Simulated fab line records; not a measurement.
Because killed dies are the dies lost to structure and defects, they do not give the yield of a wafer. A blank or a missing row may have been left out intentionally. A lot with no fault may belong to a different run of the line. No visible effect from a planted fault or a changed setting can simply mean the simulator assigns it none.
A lot that was struck, set against a sound lot -- flow sky130 -- 17 out of 708 route steps
Sound: the wafers L566.1, L566.3, L566.6. Struck: wafer L580.1. (L580.3, L580.4 of the same lot were not struck and are left out.) The cause comes at the end.
Each step with rows lists, per side, the tool, then ch with its chambers, then its first start. Under that, the readings that differ: sound wafers -- struck wafers -- difference of the means -- sigmas: that difference in standard deviations of wafers without a fault.
alike: readings whose means differ by less than 2 such deviations, and words and numbers that are the same on both sides. not compared: withheld readings, readings that some wafer has no value for, bounds like >300 that may hide the same value, and numbers for which the record gives no deviation and whose values overlap.
A row with sigmas, a row that says differs or no value, or rows on one side alone: a step with any of these is where the two part. Numbers that don't overlap but have no deviation are shown without sigmas and don't part them. A reading missing from all wafers of one side parts the sides only when that side holds two or more wafers.

first, 5 steps without rows for these wafers: SKY_VIA4_COAT_06 (resist thk 1140 nm); SKY_VIA4_SOFTBAKE_07 (time 60 s); SKY_VIA4_EXPOSE_08 (exposes mask VIM4, target cd 800 nm); SKY_VIA4_PEB_09; SKY_VIA4_DEVELOP_10 (develop time 60 s).
SKY_VIA4_OVL_MEAS_11:
  sound on overlay-02 at day 43 05:15; struck on overlay-02 at day 46 23:14
  alike: VIA4_OVL
SKY_VIA4_ETCH_12: etches SiO2 in C4F8/O2/Ar, stops on TiN, target depth 580 nm.
  sound on rie diel-01 ch 1,3, day 43 05:17; struck on rie diel-01 ch 1, day 46 23:16
  alike: oes product au
SKY_VIA4_STRIP_13: strips in O2/N2.
  sound on plasma asher-04 ch 0, day 43 05:22; struck on plasma asher-04 ch 0, day 46 23:20
  alike: drypump motor current A, oes product au, strip time to endpoint s
  not compared: rf hours counter h
then, 3 steps without rows for these wafers: SKY_VIA4_STRIP_14 (strips in post etch residue remover, time 1200 s); SKY_VIA4_CLEAN_15 (cleans in IPA, time 180 s); SKY_VIA4_CLEAN_16 (cleans in O3/DIW).
SKY_VIA4_SPUTTER_17: material TiN, target thk 20 nm, time 80 s.
  sound on pvd sputter-01 at day 43 05:59; struck on pvd sputter-02 at day 46 23:56
  alike: throttle valve pct
SKY_VIA4_CVD_18: deposits W, target thk 505 nm, time 152.14 s.
  sound on cvd w-01 ch 0,1, day 43 06:03; struck on cvd w-02 ch 1, day 46 23:59
reading,sound,struck,difference,sigmas
heater power w (W),824 672 658,945,+227,+2
model.W_of_VIA4_CVD_18.thk nm (nm),493.4 491.3 494.1,827.6,+334.7,
  alike: heater power outer w
SKY_VIA4_RS_MEAS_19: measures by four-point-probe.
  sound on film metro-02 at day 43 06:12; struck on film metro-02 at day 47 00:09
reading,sound,struck,difference,sigmas
VIA4_W_RS (ohm/sq),0.232 0.233 0.232,0.138,-0.094,-20
SKY_VIA4_THK_MEAS_20: measures by xrf.
  sound on film metro-02 at day 43 06:19; struck on film metro-02 at day 47 00:16
reading,sound,struck,difference,sigmas
VIA4_W_THK (nm),492 492 493,848,+356,+32
SKY_VIA4_CMP_21: polishes, stops on SiO2, t overpolish 25 s, target thk 0 nm.
  sound on cmp-02 ch 1,2,3, day 43 06:29; struck on cmp-01 ch 0, day 47 00:20
reading,sound,struck,difference,sigmas
time to endpoint s (s),119 123 125,207,+85,+14
  alike: motor current A
SKY_METAL5_SPUTTER_00: material Ti, target thk 15 nm, time 10 s.
  sound on pvd sputter-01 at day 43 06:41; struck on pvd sputter-01 at day 47 00:38
  alike: throttle valve pct

== WHERE THEY PART ==
First at SKY_VIA4_CVD_18; last, within this record, at SKY_VIA4_CMP_21. Later steps at which nothing parts them and some readings are alike: SKY_METAL5_SPUTTER_00.

WHY: whatever the simulator had introduced
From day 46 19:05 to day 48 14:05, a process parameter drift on cvd w-02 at SKY_VIA4_CVD_18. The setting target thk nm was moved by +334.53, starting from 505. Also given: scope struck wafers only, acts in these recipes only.
